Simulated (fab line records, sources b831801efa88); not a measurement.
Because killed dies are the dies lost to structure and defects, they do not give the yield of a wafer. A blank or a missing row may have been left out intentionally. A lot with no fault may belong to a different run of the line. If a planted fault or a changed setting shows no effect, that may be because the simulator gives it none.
Struck lot and sound lot, side by side || flow sky130 || 33 steps out of a route of 708
Sound: these wafers, L526.2, L526.3, L526.6. Struck: wafers L537.3, L537.5 (left out: L537.4, a lot-mate that was not struck); the cause follows at the end.
Per side, at each step with rows, come the tool, then ch with its chambers, and then its first start. Under that, the readings that differ: sound wafers || struck wafers || difference of the means || sigmas: that difference in standard deviations of wafers without a fault.
alike: same words and numbers on both sides, and readings whose means sit less than 2 such deviations apart. not compared: any withheld reading, any reading some wafer has no value for, any bound like >300 that may hide the same value, and any number with overlapping values for which the record gives no deviation.
Wherever a step has rows on one side only, a row that says differs or no value, or a row with sigmas, the two part there. Numbers that don't overlap but have no deviation are shown without sigmas and don't part them. Lack of a reading on every wafer of one side parts them only where that side has two or more wafers.

first, 4 steps without rows for these wafers: SKY_LOCAL_INTERCONNECT_SOFTBAKE_07 (time 90 s); SKY_LOCAL_INTERCONNECT_EXPOSE_08 (exposes mask LI1M, target cd 170 nm); SKY_LOCAL_INTERCONNECT_PEB_09; SKY_LOCAL_INTERCONNECT_DEVELOP_10 (develop time 60 s).
SKY_LOCAL_INTERCONNECT_CD_MEAS_11: the cd target is 170 nm.
  struck on cd_sem-01, day 35 16:55; sound on cd_sem-02, day 31 21:50
  alike: cd_nm
SKY_LOCAL_INTERCONNECT_OVL_MEAS_12:
  struck on overlay-02, day 35 17:01; sound on overlay-01, day 31 21:56
  alike: LOCAL_INTERCONNECT_OVL
SKY_LOCAL_INTERCONNECT_ETCH_13: etches BARC in N2/H2, stops on SiO2, time 45.9 s, target depth 60 nm.
  sound on rie_metal-02 ch 0,1, day 31 21:58; struck on rie_metal-01 ch 0, day 35 17:04
  alike: drypump_motor_current_A, oes_product_au, throttle_valve_pct
  not compared: rf_hours_counter_h
SKY_LOCAL_INTERCONNECT_METAL_ETCH_14: etches TiN in Cl2/BCl3, stops on PSG, target depth 110 nm, time 31.4 s.
  sound on rie_metal-02 ch 0,1, day 31 22:02; struck on rie_metal-01 ch 0, day 35 17:07
  alike: drypump_motor_current_A, mfc_cl2_sccm, oes_product_au, throttle_valve_pct
  not compared: rf_hours_counter_h
then, 4 steps without rows for these wafers: SKY_LOCAL_INTERCONNECT_STRIP_15 (strips in O2/N2); SKY_LOCAL_INTERCONNECT_STRIP_16 (strips in post etch residue remover, time 1200 s); SKY_LOCAL_INTERCONNECT_CLEAN_17 (cleans in IPA, time 180 s); SKY_LOCAL_INTERCONNECT_CLEAN_18 (cleans in O3/DIW).
SKY_CONTACT_CVD_00: deposits Si3N4, target thk 75 nm.
  sound on pecvd-04 ch 1,2, day 31 22:41; struck on pecvd-02 ch 0, day 35 17:48
{"reading": "model.Si3N4_of_CONTACT_CVD_00.thk_nm (nm)", "sound": "73.94 74.17 76.15", "struck": "35.99 36.55", "difference": -38.48, "sigmas": ""}
  alike: heater_power_outer_w, heater_power_w
SKY_CONTACT_THK_MEAS_01:
  struck on film_metro-04, day 35 17:52; sound on film_metro-02, day 31 22:44
{"reading": "CONTACT_CVD_00_THK (nm)", "sound": "73.9 74.2 76.2", "struck": "36.0 36.5", "difference": -38.5, "sigmas": -43}
then, 1 step without rows for these wafers: SKY_CONTACT_HDPCVD_02 (deposits SiO2, target thk 565 nm, time 94.2 s).
SKY_CONTACT_THK_MEAS_03:
  struck on film_metro-03, day 35 17:59; sound on film_metro-02, day 31 22:52
{"reading": "CONTACT_HDPCVD_THK (nm)", "sound": "562 561 559", "struck": "573 572", "difference": "+12", "sigmas": "+2"}
then, 1 step without rows for these wafers: SKY_CONTACT_CMP_04 (polishes SiO2).
SKY_CONTACT_BOW_MEAS_05:
  struck on film_metro-04, day 35 18:22; sound on film_metro-03, day 31 23:28
  alike: CONTACT_BOW
then, 8 steps without rows for these wafers: SKY_CONTACT_DEHYDRATE_06 (time 60 s); SKY_CONTACT_HMDS_07 (prime time 60 s); SKY_CONTACT_COAT_08 (resist thk 60 nm); SKY_CONTACT_COAT_09 (resist thk 450 nm); SKY_CONTACT_SOFTBAKE_10 (time 90 s); SKY_CONTACT_EXPOSE_11 (exposes mask CTM1, target cd 170 nm); SKY_CONTACT_PEB_12; SKY_CONTACT_DEVELOP_13 (develop time 60 s).
SKY_CONTACT_CD_MEAS_14: the cd target is 170 nm.
  struck on cd_sem-01, day 36 20:35; sound on cd_sem-01, day 33 02:22
{"reading": "cd_nm (nm)", "sound": "170.8 171.6 171.9", "struck": "167.6 167.8", "difference": -3.7, "sigmas": -2}
SKY_CONTACT_OVL_MEAS_15:
  struck on overlay-02, day 36 20:41; sound on overlay-02, day 33 02:28
  alike: CONTACT_OVL
SKY_CONTACT_ETCH_16: etches BARC in N2/H2, stops on SiO2, time 45.9 s, target depth 60 nm.
  sound on rie_diel-04 ch 0,1,2, day 33 02:30; struck on rie_diel-04 ch 1,2, day 36 20:42
  alike: drypump_motor_current_A, oes_product_au, throttle_valve_pct
  not compared: rf_hours_counter_h
SKY_CONTACT_ETCH_17: etches SiO2 in C4F8/O2/Ar, stops on Si3N4, target depth 340 nm.
  sound on rie_diel-04 ch 0,1,2, day 33 02:33; struck on rie_diel-04 ch 1,2, day 36 20:45
  alike: oes_product_au
SKY_CONTACT_ETCH_18: etches Si3N4 in CHF3/O2, stops on TiN, time 39 s, target depth 75 nm.
  sound: rie_diel-04 ch 0,1,2; struck: rie_diel-04 ch 1,2
{"reading": "oes_product_au (a.u.)", "sound": "0.853 0.845 0.865", "struck": "0.604 0.608", "difference": -0.248, "sigmas": -33}
{"reading": "throttle_valve_pct (%)", "sound": "8.803 8.793 8.786", "struck": "8.723 8.734", "difference": -0.066, "sigmas": -7}
{"reading": "model.etch.depth_nm (nm)", "sound": "73.94 74.17 76.15", "struck": "35.99 36.55", "difference": -38.48, "sigmas": ""}
  alike: chf3_flow_sccm, drypump_motor_current_A
  not compared: rf_hours_counter_h
SKY_CONTACT_STRIP_19: strips in O2/N2.
  sound on plasma_asher-01 ch 0,1, day 33 02:38; struck on plasma_asher-01 ch 0,1, day 36 20:52
  alike: drypump_motor_current_A, oes_product_au, strip_time_to_endpoint_s
  not compared: rf_hours_counter_h
SKY_PAD_OPEN_PROBE_99:
  rows exist in the record for the sound wafers here (prober-01, day 46 21:53), none for the struck ones

== WHERE THEY PART ==
First at SKY_CONTACT_THK_MEAS_01; last, within this record, at SKY_PAD_OPEN_PROBE_99.

WHY: what had been put in by the simulator
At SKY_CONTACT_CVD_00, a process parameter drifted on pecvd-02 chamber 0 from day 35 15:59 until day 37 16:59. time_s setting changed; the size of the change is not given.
